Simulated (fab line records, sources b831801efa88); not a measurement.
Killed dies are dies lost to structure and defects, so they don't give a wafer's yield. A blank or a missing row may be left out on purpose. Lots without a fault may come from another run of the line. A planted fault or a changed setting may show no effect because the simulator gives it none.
Which tool did it? | flow sky130 | 6 lots, 17 wafers sampled, at 4 steps of a route of 708

WHAT THE GAUGES READ, wafer by wafer
SKY_PASSIVATION_THK_MEAS_03.
lot  | measured     | on            | PASSIVATION_CVD_02_THK (nm)
L499 | day 44 07:54 | film_metro-02 | 538 541 542
L501 | day 45 00:21 | film_metro-02 | 531 535 540
L506 | day 46 09:08 | film_metro-02 | 548 539
L512 | day 47 22:29 | film_metro-04 | 550 551 549
L516 | day 48 14:41 | film_metro-02 | 533 543 547
L519 | day 49 07:55 | film_metro-03 | 536 543 545

WHICH TOOL RAN EACH LOT (tool, then ch and the chambers of the sampled wafers, then the start)
lot  | SKY_METAL4_SPUTTER_03        | SKY_METAL4_STRIP_19                  | SKY_METAL5_DESCUM_14
L499 | pvd_sputter-01, day 40 05:27 | plasma_asher-01 ch 0,1, day 42 06:35 | rie_metal-02 ch 0,1, day 44 06:32
L501 | pvd_sputter-02, day 40 23:02 | plasma_asher-02 ch 0, day 42 22:53   | rie_metal-04 ch 0, day 44 23:07
L506 | pvd_sputter-02, day 42 11:29 | plasma_asher-03 ch 0,1, day 44 10:46 | rie_metal-04 ch 0,1, day 46 07:56
L512 | pvd_sputter-01, day 44 06:52 | plasma_asher-01 ch 0,1, day 46 03:45 | rie_metal-04 ch 0,1, day 47 21:19
L516 | pvd_sputter-02, day 45 01:23 | plasma_asher-02 ch 0,1, day 46 19:41 | rie_metal-03 ch 0,1, day 48 13:31
L519 | pvd_sputter-02, day 45 22:40 | plasma_asher-01 ch 0,1, day 47 16:11 | rie_metal-04 ch 0,1, day 49 06:40
- SKY_METAL4_SPUTTER_03: material Ti, target thk 5 nm, time 3.3 s.
- SKY_METAL4_STRIP_19: strips in O2/N2.
- SKY_METAL5_DESCUM_14: chemistry O2, time 11 s.

THE ANSWER, worked out from the rows above alone
Rule: what is usual is taken from the lots themselves. Put in order of their means at a reading, lots are off if they are a third of the lots or fewer, leave a main group of 4 or more, and stand apart from it by a gap of 3 or more times the standard deviation of the main group's means; of several such gaps the widest counts. A main group whose means are all the same, to the digits that the tables above print for the reading, isn't used. A lot without any number at a reading at which 4 lots or more have one is off too. The other lots that the step has rows for count as sound.
No lot is off at any reading shown: from this, nothing can be told.

WHAT THE SIMULATOR HAD PUT IN
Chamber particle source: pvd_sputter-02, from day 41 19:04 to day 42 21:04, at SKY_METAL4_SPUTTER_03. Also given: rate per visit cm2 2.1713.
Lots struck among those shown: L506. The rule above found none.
